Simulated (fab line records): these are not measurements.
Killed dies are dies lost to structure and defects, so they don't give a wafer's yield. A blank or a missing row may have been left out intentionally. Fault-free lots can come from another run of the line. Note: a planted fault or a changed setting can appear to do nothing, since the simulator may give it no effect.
A lot that was struck, set against a sound lot -- flow sky130 -- 22 out of 708 route steps
Sound: the wafers L771.2, L771.3, L771.4. Struck: wafer L765.2 (L765.3, L765.5, from the same lot, were not struck and are left out); the cause is given at the end.
Order at every step that has rows: each side's tool, ch and its chambers, its first start. Under that, the readings that differ: sound wafers -- struck wafers -- difference of the means -- sigmas: that difference in standard deviations of wafers without a fault.
alike: readings with means less than 2 such deviations apart, plus words and numbers identical on both sides. not compared: withheld readings, readings lacking a value on some wafer, bounds such as >300 that could conceal the same value, and numbers that have no deviation in the record and whose values overlap.
Wherever a step has rows on one side only, a row that says differs or no value, or a row with sigmas, the two part there. Numbers that don't overlap but have no deviation are shown without sigmas and don't part them. Lack of a reading on every wafer of one side parts them only where that side has two or more wafers.

first, 5 steps without rows for these wafers: SKY_VT_ADJUST_HVTP_COAT_02 (resist thk 1140 nm); SKY_VT_ADJUST_HVTP_SOFTBAKE_03 (time 60 s); SKY_VT_ADJUST_HVTP_EXPOSE_04 (exposes mask HVTPM, target cd 380 nm); SKY_VT_ADJUST_HVTP_PEB_05; SKY_VT_ADJUST_HVTP_DEVELOP_06 (develop time 60 s).
SKY_VT_ADJUST_HVTP_CD_MEAS_07: target cd 380 nm.
  sound on cd_sem-02, day 10 05:55; struck on cd_sem-01, day 8 18:22
  alike: cd_nm
SKY_VT_ADJUST_HVTP_OVL_MEAS_08:
  sound on overlay-01, day 10 06:01; struck on overlay-01, day 8 18:28
  alike: VT_ADJUST_HVTP_OVL
next, for these wafers, 1 step has no rows: SKY_VT_ADJUST_HVTP_IMPLANT_09.
SKY_VT_ADJUST_HVTP_STRIP_10: strips in O2/N2.
  sound on plasma_asher-01 ch 0,1, day 10 06:12; struck on plasma_asher-03 ch 0, day 8 18:39
reading,sound,struck,difference,sigmas
strip_time_to_endpoint_s (s),14.17 14.15 14.17,14.26,+0.10,+2
  alike: drypump_motor_current_A, oes_product_au
  not compared: rf_hours_counter_h
SKY_VT_ADJUST_HVTP_TW_MEAS_11:
  sound on film_metro-03, day 10 06:19; struck on film_metro-03, day 8 18:46
  alike: VT_ADJUST_HVTP_TW
then, 2 steps without rows for these wafers: SKY_VT_ADJUST_LVTN_DEHYDRATE_00 (time 60 s); SKY_VT_ADJUST_LVTN_HMDS_01 (prime time 60 s).
SKY_VT_ADJUST_LVTN_COAT_02: resist thk 3000 nm.
  sound on litho_track-01 ch 0, day 10 17:31; struck on litho_track-04 ch 0, day 9 04:41
reading,sound,struck,difference,sigmas
resist_line_temp_C (C),22.86 22.64 22.76,23.06,+0.31,+3
model.coat_of_VT_ADJUST_LVTN_COAT_02.thk_nm (nm),3003 3005 2996,2457,-544,
then, 3 steps without rows for these wafers: SKY_VT_ADJUST_LVTN_SOFTBAKE_03; SKY_VT_ADJUST_LVTN_EXPOSE_04 (exposes mask NWM COMPLEMENT LESS NATIVE, target cd 840 nm); SKY_VT_ADJUST_LVTN_PEB_05.
SKY_VT_ADJUST_LVTN_DEVELOP_06: develop time 60 s.
  sound: litho_track-04 ch 0; struck: litho_track-02 ch 0
reading,sound,struck,difference,sigmas
model.coat_of_VT_ADJUST_LVTN_COAT_02.thk_nm (nm),2999 3000 2992,2453,-544,
  alike: resist_line_temp_C
SKY_VT_ADJUST_LVTN_OVL_MEAS_07:
  sound on overlay-01, day 11 05:04; struck on overlay-02, day 9 16:17
  alike: VT_ADJUST_LVTN_OVL
next, for these wafers, 1 step has no rows: SKY_VT_ADJUST_LVTN_IMPLANT_08.
SKY_VT_ADJUST_LVTN_STRIP_09: strips in O2/N2.
  sound on plasma_asher-03 ch 0,1, day 11 05:15; struck on plasma_asher-01 ch 1, day 9 16:28
reading,sound,struck,difference,sigmas
strip_time_to_endpoint_s (s),36.95 36.97 36.85,30.65,-6.27,-63
  alike: drypump_motor_current_A, oes_product_au
  not compared: rf_hours_counter_h
SKY_VT_ADJUST_LVTN_TW_MEAS_10:
  sound on film_metro-02, day 11 05:22; struck on film_metro-01, day 9 16:35
reading,sound,struck,difference,sigmas
VT_ADJUST_LVTN_TW,239.7 239.0 238.4,243.0,+4.0,+2
next, for these wafers, 1 step has no rows: SKY_PAD_OPEN_PROBE_99.

## WHERE THEY PART
Last at SKY_VT_ADJUST_LVTN_TW_MEAS_10 as far as this record goes, first at SKY_VT_ADJUST_HVTP_STRIP_10.

WHY: the cause the simulator had injected
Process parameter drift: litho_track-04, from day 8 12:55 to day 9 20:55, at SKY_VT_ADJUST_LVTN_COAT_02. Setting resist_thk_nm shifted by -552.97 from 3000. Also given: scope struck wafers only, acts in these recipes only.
